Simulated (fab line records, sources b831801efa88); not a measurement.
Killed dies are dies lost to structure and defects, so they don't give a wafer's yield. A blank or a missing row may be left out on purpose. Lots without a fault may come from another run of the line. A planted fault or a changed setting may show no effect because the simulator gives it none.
Tool commonality check | flow sky130 | 11 lots, 33 wafers sampled

WHY IT WAS OPENED
At SKY_FIELD_ISO_CD_MEAS_13 the reading cd_nm is flagged on 1 of 11 lots. Wafers without a fault read 149.7 nm, standard deviation 1.4.
Rule: a lot is flagged when every wafer of it that has a number lies more than 4 standard deviations from that mean, or none has a number. The other lots count as sound.

lot  | measured    | on        | cd_nm (nm), wafer by wafer | flag
L730 | day 2 08:20 | cd_sem-02 | 150.4 150.8 148.4          |
L732 | day 2 16:59 | cd_sem-02 | 150.2 149.9 149.5          |
L735 | day 3 10:44 | cd_sem-02 | 149.1 150.1 148.9          |
L736 | day 3 17:44 | cd_sem-02 | 146.7 146.6 147.1          |
L737 | day 4 05:02 | cd_sem-02 | 149.8 149.1 149.5          |
L742 | day 4 22:29 | cd_sem-02 | 149.6 149.9 148.8          |
L744 | day 5 06:53 | cd_sem-02 | 149.0 148.4 149.8          |
L745 | day 5 12:56 | cd_sem-01 | 130.3 129.9 131.0          | FLAGGED
L746 | day 5 18:32 | cd_sem-02 | 147.8 148.5 149.0          |
L750 | day 6 13:02 | cd_sem-02 | 148.9 149.4 151.0          |
L753 | day 7 03:52 | cd_sem-02 | 148.7 148.2 149.0          |
The numbers of the flagged lots are 130.4 nm on average: -19.3 nm against the usual, or -14 standard deviations.

WHICH TOOL RAN EACH LOT
The record holds 1 process step before the reading, out of a route of 708 steps. In each cell: the tool, then ch and the chambers that the sampled wafers went through, then the start.
lot  | flag    | SKY_FIELD_ISO_EXPOSE_10
L730 |         | krf_scanner-02 ch 0, day 2 01:03
L732 |         | krf_scanner-01 ch 0, day 2 09:34
L735 |         | krf_scanner-02 ch 0, day 3 03:20
L736 |         | krf_scanner-02 ch 0, day 3 10:23
L737 |         | krf_scanner-02 ch 0, day 3 21:14
L742 |         | krf_scanner-02 ch 0, day 4 14:17
L744 |         | krf_scanner-02 ch 0, day 4 22:43
L745 | FLAGGED | krf_scanner-02 ch 0, day 5 04:23
L746 |         | krf_scanner-01 ch 0, day 5 09:34
L750 |         | krf_scanner-01 ch 0, day 6 04:16
L753 |         | krf_scanner-01 ch 0, day 6 18:10
What these steps do:
- SKY_FIELD_ISO_EXPOSE_10: exposes mask FOM, target cd 150 nm.
- SKY_FIELD_ISO_CD_MEAS_13: target cd 150 nm.

FLAGGED OVER TOTAL, TOOL BY TOOL (the gauges that took the reading come last)
step                     | tool           | lots run | flagged | share of the flagged lots | sound lots run after its first flagged lot
SKY_FIELD_ISO_EXPOSE_10  | krf_scanner-01 | 4        | 0       | none                      | -
SKY_FIELD_ISO_EXPOSE_10  | krf_scanner-02 | 7        | 1       | all                       | 0
SKY_FIELD_ISO_CD_MEAS_13 | cd_sem-01      | 1        | 1       | all                       | 0
SKY_FIELD_ISO_CD_MEAS_13 | cd_sem-02      | 10       | 0       | none                      | -

WHAT THE TABLE ALLOWS
2 rows of the table ran every flagged lot: krf_scanner-02 at SKY_FIELD_ISO_EXPOSE_10, cd_sem-01 at SKY_FIELD_ISO_CD_MEAS_13.
- krf_scanner-02 at SKY_FIELD_ISO_EXPOSE_10: 1 of its 7 lots flagged. Its last sound lot is L744 (day 4 22:43), its first flagged lot L745 (day 5 04:23): a fault that began between those two fits.
- cd_sem-01 at SKY_FIELD_ISO_CD_MEAS_13: 1 of its 1 lot flagged. It ran no sound lot before its first flagged lot in this sample, so the start can't be narrowed down.
Counting lots can't tell these 2 tools apart, because each fits a fault that began at some hour. More lots, or a look at what each step does to the wafer, might.

WHAT THE SIMULATOR HAD PUT IN
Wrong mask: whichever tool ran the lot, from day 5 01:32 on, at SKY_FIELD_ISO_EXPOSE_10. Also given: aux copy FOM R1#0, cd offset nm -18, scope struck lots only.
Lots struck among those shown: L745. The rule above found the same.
